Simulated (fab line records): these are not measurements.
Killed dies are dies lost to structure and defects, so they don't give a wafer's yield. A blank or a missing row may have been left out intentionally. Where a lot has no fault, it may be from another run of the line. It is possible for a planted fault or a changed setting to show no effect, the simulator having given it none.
Matching of chambers	flow sky130	SKY_CONTACT_STRIP_20 on wet_bench-04 has 4 sister chambers
The step strips in post etch residue remover, time 1200 s. 14 wafers are shown with their chamber, then 7 later ones without.

EACH WAFER AND ITS CHAMBER
wafer	chamber	bath_guard_temp_C (C)	bath_heat_duty_pct (%)
L556.1	0	72.8	14.6
L556.4	0	72.9	16.0
L556.6	0	72.6	15.8
L558.2	0	72.9	14.6
L558.4	0	72.8	14.7
L558.5	0	72.8	15.0
L563.2	2	73.7	16.1
L563.3	2	74.2	15.1
L563.5	2	73.9	14.2
L564.1	1	71.5	19.7
L564.2	1	71.3	21.0
L564.5	1	71.8	19.6
L566.1	3	71.7	12.6
L566.2	3	71.6	13.0

SIGNATURES, as means of the wafers listed above
reading	chamber 0	chamber 1	chamber 2	chamber 3	scatter within a chamber
bath_guard_temp_C	72.800	71.533	73.933	71.650	0.178
bath_heat_duty_pct	15.117	20.100	15.133	12.800	0.712
Rule: a wafer lies at a distance from a chamber equal to the root of the sum of squares, over the readings, of (its reading less the chamber's mean, divided by the reading's scatter). The wafer belongs to the nearest chamber; if the next one is less than 2 further off, it can't be placed. The scatter: take each reading less its chamber's mean, square it, sum over the shown wafers, divide by the number of wafers less the number of chambers, and take the root.

WAFERS WITHOUT THEIR CHAMBER
wafer	bath_guard_temp_C (C)	bath_heat_duty_pct (%)
L566.5	72.2	12.4
L577.2	73.7	16.2
L577.4	74.1	14.0
L577.5	74.1	14.7
L579.3	72.7	16.0
L579.5	72.9	14.3
L579.6	72.9	16.2

THE CHAMBER EACH PASSED THROUGH
wafer	from the rows above	in truth
L566.5	can't be placed: 3 or 0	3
L577.2	2	2
L577.4	2	2
L577.5	2	2
L579.3	0	0
L579.5	0	0
L579.6	0	0
Correct placement for 6 of the 7. Unplaceable from these rows: 1, with the true chamber sitting among the candidates in 1. 0 placed wrongly.
